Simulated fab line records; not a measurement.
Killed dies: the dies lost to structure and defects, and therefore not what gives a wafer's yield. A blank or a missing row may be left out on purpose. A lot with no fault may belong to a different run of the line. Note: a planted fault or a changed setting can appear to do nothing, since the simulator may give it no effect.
Matching of chambers || flow sky130 || cmp-01 running SKY_VIA4_CMP_02: 4 sister chambers
The step polishes SiO2. 16 wafers are shown with their chamber, then 8 later ones without.

EACH WAFER AND ITS CHAMBER
{"wafer": "L281.2", "chamber": 0, "motorCurrentA (A)": 14.1, "slurryFlowMlMin": 150.2}
{"wafer": "L281.3", "chamber": 3, "motorCurrentA (A)": 11.3, "slurryFlowMlMin": 150.6}
{"wafer": "L281.5", "chamber": 1, "motorCurrentA (A)": 12.1, "slurryFlowMlMin": 149.5}
{"wafer": "L283.1", "chamber": 1, "motorCurrentA (A)": 11.4, "slurryFlowMlMin": 149.8}
{"wafer": "L283.4", "chamber": 0, "motorCurrentA (A)": 14.5, "slurryFlowMlMin": 149.1}
{"wafer": "L283.6", "chamber": 2, "motorCurrentA (A)": 10.8, "slurryFlowMlMin": 149.2}
{"wafer": "L285.1", "chamber": 1, "motorCurrentA (A)": 11.7, "slurryFlowMlMin": 150.0}
{"wafer": "L285.4", "chamber": 3, "motorCurrentA (A)": 11.2, "slurryFlowMlMin": 151.0}
{"wafer": "L285.5", "chamber": 0, "motorCurrentA (A)": 13.9, "slurryFlowMlMin": 150.1}
{"wafer": "L287.1", "chamber": 1, "motorCurrentA (A)": 11.8, "slurryFlowMlMin": 150.4}
{"wafer": "L287.2", "chamber": 3, "motorCurrentA (A)": 11.7, "slurryFlowMlMin": 150.5}
{"wafer": "L287.4", "chamber": 2, "motorCurrentA (A)": 11.3, "slurryFlowMlMin": 150.2}
{"wafer": "L288.2", "chamber": 0, "motorCurrentA (A)": 14.7, "slurryFlowMlMin": 150.0}
{"wafer": "L288.4", "chamber": 1, "motorCurrentA (A)": 12.2, "slurryFlowMlMin": 149.9}
{"wafer": "L288.5", "chamber": 2, "motorCurrentA (A)": 10.9, "slurryFlowMlMin": 150.9}
{"wafer": "L292.2", "chamber": 0, "motorCurrentA (A)": 14.7, "slurryFlowMlMin": 149.6}

SIGNATURES (means of the wafers above)
{"reading": "motorCurrentA", "chamber 0": 14.380, "chamber 1": 11.840, "chamber 2": 11.000, "chamber 3": 11.400, "scatter within a chamber": 0.319}
{"reading": "slurryFlowMlMin", "chamber 0": 149.800, "chamber 1": 149.920, "chamber 2": 150.100, "chamber 3": 150.700, "scatter within a chamber": 0.487}
Rule: for each reading, subtract the chamber's mean from the wafer's reading, divide by that reading's scatter and square the result; add these up over the readings and take the root, which gives the wafer's distance from the chamber. If the next closest chamber is less than 2 further off than the closest, the wafer can't be placed; otherwise it belongs to the closest. The scatter: the root of (the sum of the squares of (reading less its chamber's mean) over the shown wafers, divided by (wafers less chambers)).

WAFERS WITH NO CHAMBER GIVEN
{"wafer": "L292.4", "motorCurrentA (A)": 11.0, "slurryFlowMlMin": 149.9}
{"wafer": "L292.6", "motorCurrentA (A)": 11.4, "slurryFlowMlMin": 149.6}
{"wafer": "L294.1", "motorCurrentA (A)": 12.1, "slurryFlowMlMin": 151.0}
{"wafer": "L294.4", "motorCurrentA (A)": 11.3, "slurryFlowMlMin": 150.5}
{"wafer": "L294.5", "motorCurrentA (A)": 12.1, "slurryFlowMlMin": 150.9}
{"wafer": "L296.1", "motorCurrentA (A)": 10.9, "slurryFlowMlMin": 149.5}
{"wafer": "L296.2", "motorCurrentA (A)": 14.0, "slurryFlowMlMin": 150.0}
{"wafer": "L296.6", "motorCurrentA (A)": 13.6, "slurryFlowMlMin": 150.6}

WHICH CHAMBER EACH ONE RAN IN
{"wafer": "L292.4", "from the rows above": "can't be placed: 2 or 3", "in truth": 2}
{"wafer": "L292.6", "from the rows above": "can't be placed: 1 or 2 or 3", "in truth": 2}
{"wafer": "L294.1", "from the rows above": "can't be placed: 3 or 1 or 2", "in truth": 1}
{"wafer": "L294.4", "from the rows above": "can't be placed: 3 or 2 or 1", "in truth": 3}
{"wafer": "L294.5", "from the rows above": "can't be placed: 1 or 3 or 2", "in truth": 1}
{"wafer": "L296.1", "from the rows above": "can't be placed: 2 or 3 or 1", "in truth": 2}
{"wafer": "L296.2", "from the rows above": 0, "in truth": 0}
{"wafer": "L296.6", "from the rows above": 0, "in truth": 0}
2 of 8 placed correctly. From these rows, 6 cannot be placed; in 6 the true chamber is one of the candidates. Number placed wrongly: 0.
